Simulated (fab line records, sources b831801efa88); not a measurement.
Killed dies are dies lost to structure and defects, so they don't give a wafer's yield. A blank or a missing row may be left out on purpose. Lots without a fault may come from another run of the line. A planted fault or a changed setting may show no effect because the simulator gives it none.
Chamber matching | flow sky130 | SKY_VIA3_ETCH_15 on rie_diel-03: 4 sister chambers
The step etches SiO2 in C4F8/O2/Ar, stops on TiN, target depth 507 nm, time 78 s. 4 wafers are shown with their chamber, then 8 later ones without.

WAFERS WITH THEIR CHAMBER
wafer  | chamber | chamber_pressure_mTorr (mTorr)
L081.3 | 1       | 40.01
L081.4 | 3       | 40.05
L081.5 | 2       | 40.03
L084.3 | 0       | 40.03

WAFERS WITHOUT THEIR CHAMBER
wafer  | chamber_pressure_mTorr (mTorr)
L084.4 | 39.96
L084.6 | 39.99
L087.1 | 40.00
L087.2 | 40.00
L087.4 | 40.00
L091.1 | 40.05
L091.4 | 40.05
L091.6 | 39.97

WHICH CHAMBER EACH WENT THROUGH
wafer  | from the rows above               | in truth
L084.4 | can't be placed: 1 or 0 or 2 or 3 | 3
L084.6 | can't be placed: 1 or 0 or 2 or 3 | 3
L087.1 | can't be placed: 1 or 0 or 2 or 3 | 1
L087.2 | can't be placed: 1 or 0 or 2 or 3 | 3
L087.4 | can't be placed: 1 or 0 or 2 or 3 | 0
L091.1 | can't be placed: 3 or 0 or 2 or 1 | 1
L091.4 | can't be placed: 3 or 0 or 2 or 1 | 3
L091.6 | can't be placed: 1 or 0 or 2 or 3 | 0
Placed correctly: 0 of 8. Can't be placed from these rows: 8 (the true chamber is among the candidates in 8). Placed wrongly: 0.
How it was worked out, from the rows above alone: a wafer's distance from a chamber is the root of the sum, over the readings, of the square of ((its reading less the chamber's mean) divided by the reading's scatter). The wafer belongs to the nearest chamber; if the next one is less than 2 further off, it can't be placed. A chamber's mean is the mean of its shown wafers. The scatter: with one shown wafer a chamber, the root of the mean of the squares of how far each hidden wafer lies from its nearest shown one.
